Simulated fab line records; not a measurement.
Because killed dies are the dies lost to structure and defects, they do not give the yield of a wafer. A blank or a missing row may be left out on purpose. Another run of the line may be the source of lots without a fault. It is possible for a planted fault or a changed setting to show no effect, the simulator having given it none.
fab line records ; flow sky130
record: lots: 14; wafers: 42; last-day: 51
route steps=708 shown VT_ADJUST_HVTP@95 VT_ADJUST_LVTN@115 SONOS_TUNNEL@158 SONOS_ONO@171
lots untouched by any fault: they come from a run of this same line in which no faults occurred
start-h: hours from the record's opening day to when the first of the lot's shown wafers began ; wait-h: hours from the lot's prior step to this one ; " the same as in the row above ; L1.1+2: a single row standing in for several wafers ; - value missing, or start not given ; * or withheld: withheld ; < > ~ a bound
route shown NAME@n: NAME is a module with steps in the file, n the number in the route of the first one ; usual: mean/standard deviation of fault-free wafers ; same: alike in all rows ; chamber/n: place in a boat ; sites: each site's reading ; _std_site: the standard deviation of these ; _edge_site: the outer-site mean with the inner-site mean subtracted ; radius-mm: for every site, how far away it sits from the centre of the wafer ; mask NAME#n: copy n ; behind: the last tool/chamber to shape the wafer ; hold: what put the lot on hold/how long, in hours/how the hold closed ; device: the transistor (n, p or np) that didn't switch ; end of line: the route-end tests of the same wafers ; step lacking rows: just its recipe ; killed: count of dies lost to structure and defects at first sort (not the wafer's yield) ; map: the dies of a wafer, with x for killed, . for not killed, _ for no die there
set.NAME: setting as actually run; set.NAME@STEP: the setting as run at that earlier step ; model.NAME: the simulator's own value behind a step, which no gauge read
the route's steps for a sample of lots (tables are steps, rows are wafers)
services: from which hour (start-h, from the record's first day; less than 0 if before it) a tool's chamber was out of use, for how many hours, and why
== steps ==
step: SKY_VT_ADJUST_HVTP_STRIP_10
recipe: chemistry: O2/N2; power-w: 1400; pressure-mtorr: 1500; platen-temp-c: withheld; o2-flow-sccm: 3000; n2-flow-sccm: 300; overash-fraction: 0.5
usual: drypump-motor-current-A: 5.5/0.4; n2-flow-sccm: 299.9/0.82; o2-flow-sccm: 2999/9.3; oes-product-au: 0.716/0.0045; strip-time-to-endpoint-s: 14.18/0.043
lot.wafer;tool;chamber;start-h;wait-h;drypump-motor-current-A;n2-flow-sccm;o2-flow-sccm;oes-product-au;rf-hours-counter-h;strip-time-to-endpoint-s
L641.1;plasma-asher-02;0;125.14;0.1;5.6;301.4;2993;0.706;42;14.19
L641.3;plasma-asher-02;1;125.14;0.1;5.3;299.6;3004;0.716;-;14.17
L641.5;plasma-asher-02;0;125.14;0.1;5.6;299.6;3006;0.718;-;14.20
L644.3;plasma-asher-01;0;139.47;0.1;4.7;298.3;3001;0.718;-;14.21
L644.5;plasma-asher-01;1;139.47;0.1;6.0;298.3;3004;0.717;-;14.21
L644.6;plasma-asher-01;0;139.47;0.1;4.7;300.1;3003;0.721;-;14.22
L646.1;plasma-asher-01;0;149.44;0.1;4.7;300.1;3009;0.714;3;14.28
L646.3;plasma-asher-01;0;149.44;0.1;4.7;299.8;3009;0.709;-;14.24
L646.5;plasma-asher-01;1;149.44;0.1;5.9;300.0;3016;0.717;-;14.26
L645.4;plasma-asher-01;0;152.02;0.1;4.7;300.7;2996;0.717;-;14.10
L645.5;plasma-asher-01;0;152.02;0.1;4.7;299.8;3012;0.721;-;14.17
L645.6;plasma-asher-01;1;152.02;0.1;6.0;299.6;2987;0.727;-;14.13
L647.1;plasma-asher-02;1;160.44;0.1;5.3;299.5;3009;0.714;45;14.24
L647.4;plasma-asher-02;0;160.44;0.1;5.6;298.9;3005;0.717;-;14.28
L647.6;plasma-asher-02;1;160.44;0.1;5.3;299.3;2996;0.712;-;14.25
L648.1;plasma-asher-02;0;167.19;0.1;5.6;298.5;3007;0.713;46;14.19
L648.3;plasma-asher-02;1;167.19;0.1;5.3;298.3;3006;0.716;-;14.22
L648.6;plasma-asher-02;1;167.19;0.1;5.3;299.1;2987;0.710;-;14.22
L649.2;plasma-asher-01;1;175.24;0.1;5.9;300.9;3003;0.719;5;14.20
L649.3;plasma-asher-01;0;175.24;0.1;4.7;300.6;3000;0.729;-;14.18
L649.4;plasma-asher-01;1;175.24;0.1;5.9;300.9;2998;0.714;-;14.21
L652.2;plasma-asher-03;1;203.34;0.1;5.5;299.8;3003;0.714;39;14.17
L652.4;plasma-asher-03;1;203.34;0.1;5.5;300.6;3004;0.705;-;14.16
L652.6;plasma-asher-03;0;203.34;0.1;5.9;300.6;2997;0.714;-;14.19
L655.3;plasma-asher-01;1;216.48;0.1;5.9;299.6;2981;0.716;-;14.14
L655.4;plasma-asher-01;0;216.48;0.1;4.7;299.3;3019;0.707;-;14.14
L655.6;plasma-asher-01;0;216.48;0.1;4.7;299.5;3014;0.715;-;14.11
L656.1;plasma-asher-03;1;220.54;0.1;5.4;299.6;2994;0.718;41;14.18
L656.4;plasma-asher-03;0;220.54;0.1;5.9;298.8;3004;0.709;-;14.16
L656.5;plasma-asher-03;0;220.54;0.1;5.9;299.0;2993;0.725;-;14.17
L657.1;plasma-asher-02;0;226.54;0.1;5.6;300.4;2990;0.722;52;14.22
L657.5;plasma-asher-02;0;226.54;0.1;5.6;301.1;2989;0.711;-;14.15
L657.6;plasma-asher-02;1;226.54;0.1;5.3;300.9;3012;0.717;-;14.16
L658.4;plasma-asher-03;1;231.27;0.1;5.5;298.1;2991;0.720;-;14.12
L658.5;plasma-asher-03;1;231.27;0.1;5.5;299.2;2995;0.715;-;14.12
L658.6;plasma-asher-03;0;231.27;0.1;5.9;301.4;3005;0.721;-;14.13
L660.1;plasma-asher-01;1;241.74;0.1;6.0;299.9;2997;0.717;12;14.15
L660.2;plasma-asher-01;0;241.74;0.1;4.7;299.0;2992;0.708;12;14.14
L660.6;plasma-asher-01;1;241.74;0.1;6.0;300.4;3001;0.713;-;14.14
L662.1;plasma-asher-01;0;256.64;0.1;4.7;300.0;3011;0.711;14;14.19
L662.2;plasma-asher-01;1;256.64;0.1;5.9;298.8;3005;0.715;14;14.21
L662.5;plasma-asher-01;1;256.64;0.1;5.9;298.6;3002;0.712;-;14.21
step: SKY_VT_ADJUST_LVTN_OVL_MEAS_18
usual: VT_ADJUST_LVTN_01_OVL: 0.2/1.6
lot.wafer;tool;chamber;start-h;wait-h;VT_ADJUST_LVTN_01_OVL[nm]
L641.1;overlay-01;-;163.98;0.1;-1.9
L641.3;overlay-01;-;163.98;0.1;-1.0
L641.5;overlay-01;-;163.98;0.1;-1.5
L644.3;overlay-02;-;179.58;0.1;0.4
L644.5;overlay-02;-;179.58;0.1;0.4
L644.6;overlay-02;-;179.58;0.1;-0.5
L646.1;overlay-01;-;190.08;0.1;-1.6
L646.3;overlay-01;-;190.08;0.1;-3.3
L646.5;overlay-01;-;190.08;0.1;-2.3
L645.4;overlay-02;-;193.85;0.1;0.7
L645.5;overlay-02;-;193.85;0.1;1.9
L645.6;overlay-02;-;193.85;0.1;1.8
L647.1;overlay-01;-;202.08;0.1;-2.2
L647.4;overlay-01;-;202.08;0.1;-1.0
L647.6;overlay-01;-;202.08;0.1;-0.8
L648.1;overlay-01;-;208.93;0.1;-1.3
L648.3;overlay-01;-;208.93;0.1;-1.5
L648.6;overlay-01;-;208.93;0.1;-1.4
L649.2;overlay-01;-;217.29;0.1;0.6
L649.3;overlay-01;-;217.29;0.1;0.9
L649.4;overlay-01;-;217.29;0.1;1.2
L652.2;overlay-01;-;248.49;0.1;0.4
L652.4;overlay-01;-;248.49;0.1;1.2
L652.6;overlay-01;-;248.49;0.1;-0.2
L655.3;overlay-01;-;262.29;0.1;3.2
L655.4;overlay-01;-;262.29;0.1;4.3
L655.6;overlay-01;-;262.29;0.1;2.7
L656.1;overlay-01;-;267.19;0.1;-0.1
L656.4;overlay-01;-;267.19;0.1;0.1
L656.5;overlay-01;-;267.19;0.1;-0.8
L657.1;overlay-02;-;272.78;0.1;0.4
L657.5;overlay-02;-;272.78;0.1;2.0
L657.6;overlay-02;-;272.78;0.1;2.5
L658.4;overlay-02;-;277.75;0.1;0.8
L658.5;overlay-02;-;277.75;0.1;0.9
L658.6;overlay-02;-;277.75;0.1;-0.1
L660.1;overlay-02;-;290.18;0.1;0.9
L660.2;overlay-02;-;290.18;0.1;2.4
L660.6;overlay-02;-;290.18;0.1;1.3
L662.1;overlay-02;-;306.19;0.1;0.1
L662.2;overlay-02;-;306.19;0.1;-0.7
L662.5;overlay-02;-;306.19;0.1;-0.4
step: SKY_SONOS_TUNNEL_EXPOSE_04
recipe: mask-id: TUNM; na: 0.6; source-shape: conventional; sigma-outer: 0.6; polarization: unpolarized; target-cd-nm: 410; dose-mj: 136
usual: exposure-dose-mJ-cm2: 135.93/0.15; focus-offset-nm: -0.1/0.52
lot.wafer;tool;chamber;start-h;wait-h;mask;exposure-dose-mJ-cm2;focus-offset-nm
L641.1;iline-stepper-02;0;239.46;-;TUNM#0;136.34;-0.3
L641.3;iline-stepper-02;0;239.46;-;TUNM#0;136.29;-0.3
L641.5;iline-stepper-02;0;239.46;-;TUNM#0;136.26;0.3
L644.3;iline-stepper-01;0;258.08;-;TUNM#0;135.95;0.2
L644.5;iline-stepper-01;0;258.08;-;TUNM#0;135.76;-0.1
L644.6;iline-stepper-01;0;258.08;-;TUNM#0;136.07;-0.3
L646.1;iline-stepper-01;0;269.53;-;TUNM#0;135.83;-0.2
L646.3;iline-stepper-01;0;269.53;-;TUNM#0;135.82;0.7
L646.5;iline-stepper-01;0;269.53;-;TUNM#0;135.86;-0.1
L645.4;iline-stepper-01;0;273.39;-;TUNM#0;136.04;-0.2
L645.5;iline-stepper-01;0;273.39;-;TUNM#0;136.05;-0.2
L645.6;iline-stepper-01;0;273.39;-;TUNM#0;136.21;-1.0
L647.1;iline-stepper-01;0;283.18;-;TUNM#0;136.03;0.3
L647.4;iline-stepper-01;0;283.18;-;TUNM#0;136.14;-0.1
L647.6;iline-stepper-01;0;283.18;-;TUNM#0;136.16;0.3
L648.1;iline-stepper-02;0;293.31;-;TUNM#0;135.80;-0.1
L648.3;iline-stepper-02;0;293.31;-;TUNM#0;135.87;-0.3
L648.6;iline-stepper-02;0;293.31;-;TUNM#0;136.09;-0.2
L649.2;iline-stepper-02;0;309.41;-;TUNM#0;135.86;0.9
L649.3;iline-stepper-02;0;309.41;-;TUNM#0;135.87;0.7
L649.4;iline-stepper-02;0;309.41;-;TUNM#0;135.64;0.2
L652.2;iline-stepper-01;0;337.60;-;TUNM#0;135.88;0.4
L652.4;iline-stepper-01;0;337.60;-;TUNM#0;135.86;0.2
L652.6;iline-stepper-01;0;337.60;-;TUNM#0;135.99;-0.1
L655.3;iline-stepper-02;0;353.00;-;TUNM#0;136.00;0.4
L655.4;iline-stepper-02;0;353.00;-;TUNM#0;135.72;0.7
L655.6;iline-stepper-02;0;353.00;-;TUNM#0;135.74;0.1
L656.1;iline-stepper-01;-;358.36;-;TUNM#0;-;-
L656.4;iline-stepper-01;-;358.36;-;TUNM#0;-;-
L656.5;iline-stepper-01;-;358.36;-;TUNM#0;-;-
L657.1;iline-stepper-02;-;366.41;-;TUNM#0;-;-
L657.5;iline-stepper-02;-;366.41;-;TUNM#0;-;-
L657.6;iline-stepper-02;-;366.41;-;TUNM#0;-;-
L658.4;iline-stepper-02;0;371.34;-;TUNM#0;135.81;0.0
L658.5;iline-stepper-02;0;371.34;-;TUNM#0;135.77;-0.9
L658.6;iline-stepper-02;0;371.34;-;TUNM#0;135.67;-0.1
L660.1;iline-stepper-01;0;384.11;-;TUNM#0;135.82;-0.2
L660.2;iline-stepper-01;0;384.11;-;TUNM#0;135.76;-0.8
L660.6;iline-stepper-01;0;384.11;-;TUNM#0;135.87;-0.3
L662.1;iline-stepper-01;0;403.50;-;TUNM#0;135.86;0.1
L662.2;iline-stepper-01;0;403.50;-;TUNM#0;135.83;-1.0
L662.5;iline-stepper-01;0;403.50;-;TUNM#0;135.96;0.3
step: SKY_SONOS_ONO_THK_MEAS_03
recipe: reads: Si3N4_of_SONOS_ONO_CVD_02
usual: SONOS_ONO_CVD_02_THK: 10.56/0.12
lot.wafer;tool;chamber;start-h;wait-h;SONOS_ONO_CVD_02_THK[nm]
L641.1;film-metro-02;-;259.27;0.0;10.44
L641.3;film-metro-02;-;259.27;0.0;10.34
L641.5;film-metro-02;-;259.27;0.0;10.45
L644.3;film-metro-04;-;276.55;0.0;10.43
L644.5;film-metro-04;-;276.55;0.0;10.66
L644.6;film-metro-04;-;276.55;0.0;10.56
L646.1;film-metro-02;-;284.64;0.0;10.71
L646.3;film-metro-02;-;284.64;0.0;10.78
L646.5;film-metro-02;-;284.64;0.0;10.60
L645.4;film-metro-01;-;290.55;0.0;10.65
L645.5;film-metro-01;-;290.55;0.0;10.70
L645.6;film-metro-01;-;290.55;0.0;10.60
L647.1;film-metro-02;-;300.95;0.0;10.66
L647.4;film-metro-02;-;300.95;0.0;10.76
L647.6;film-metro-02;-;300.95;0.0;10.71
L648.1;film-metro-02;-;311.91;0.0;10.63
L648.3;film-metro-02;-;311.91;0.0;10.59
L648.6;film-metro-02;-;311.91;0.0;10.57
L649.2;film-metro-04;-;324.94;0.0;10.33
L649.3;film-metro-04;-;324.94;0.0;10.26
L649.4;film-metro-04;-;324.94;0.0;10.27
L652.2;film-metro-02;-;355.63;0.0;10.81
L652.4;film-metro-02;-;355.63;0.0;10.74
L652.6;film-metro-02;-;355.63;0.0;10.56
L655.3;film-metro-01;-;370.53;0.0;10.31
L655.4;film-metro-01;-;370.53;0.0;10.36
L655.6;film-metro-01;-;370.53;0.0;10.40
L658.4;film-metro-02;-;388.78;0.0;10.54
L658.5;film-metro-02;-;388.78;0.0;10.52
L658.6;film-metro-02;-;388.78;0.0;10.53
L660.1;film-metro-02;-;402.02;0.0;10.63
L660.2;film-metro-02;-;402.02;0.0;10.49
L660.6;film-metro-02;-;402.02;0.0;10.69
L662.1;film-metro-04;-;423.73;0.0;10.63
L662.2;film-metro-04;-;423.73;0.0;10.55
L662.5;film-metro-04;-;423.73;0.0;10.59
== services ==
tool;chamber;start-h;hours;kind
iline-stepper-02;-;101.61;3.9;repair
plasma-asher-01;-;108.75;9.0;pm
plasma-asher-01;0;108.75;9.0;vent-cycle
plasma-asher-01;1;108.75;9.0;vent-cycle
iline-stepper-02;-;113.85;1.7;pm
plasma-asher-01;0;117.75;-;clean
plasma-asher-01;1;117.75;-;clean
iline-stepper-01;-;187.85;4.0;repair
plasma-asher-02;-;188.66;0.8;repair
iline-stepper-01;0;197.99;-;calibration
iline-stepper-01;-;242.56;1.7;pm
plasma-asher-03;-;256.09;0.7;repair
plasma-asher-01;-;271.29;1.3;repair
plasma-asher-03;-;297.28;13.5;repair
plasma-asher-01;-;297.56;0.5;repair
iline-stepper-02;0;299.83;-;calibration
plasma-asher-03;-;301.51;1.0;repair
iline-stepper-02;-;332.03;1.7;pm
plasma-asher-01;-;384.65;3.7;repair
plasma-asher-02;-;395.66;1.2;repair
== key ==
first-sign: step: SKY_SONOS_TUNNEL_EXPOSE_04; reading: tool-record; direction: missing
effect none on later readings
met-at SKY_SONOS_TUNNEL_EXPOSE_04
struck-lots L656,L657
later-rows-left-out L656.1,L656.4,L656.5,L657.1,L657.5,L657.6
sort-left-out L656.1,L656.4,L656.5,L657.1,L657.5,L657.6
tester-left-out L656,L657
not-acting-at SKY_VT_ADJUST_HVTP_STRIP_10,SKY_VT_ADJUST_LVTN_OVL_MEAS_18,SKY_SONOS_ONO_THK_MEAS_03
onset-between 353.00 358.36
fault: kind: skipped-step-whole; tool: iline-stepper-01,iline-stepper-02; chamber: -; onset-h: 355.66; steps: SKY_SONOS_TUNNEL_EXPOSE_04; scope: struck-lots-only
tester-left-out: of these lots the tester's yield and bins aren't shown, on N5 and GAA mostly nor the transistor test; their killed dies are dies lost to structure and defects alone, not to doping, threshold or leakage, so they don't give the yield
sort-left-out: the simulated sort isn't trusted on such a fault, so these wafers' sort isn't shown, and their yield isn't known
later-rows-left-out: the simulator's readings of these wafers behind a module that went badly wrong aren't trusted and aren't shown, but for the sort
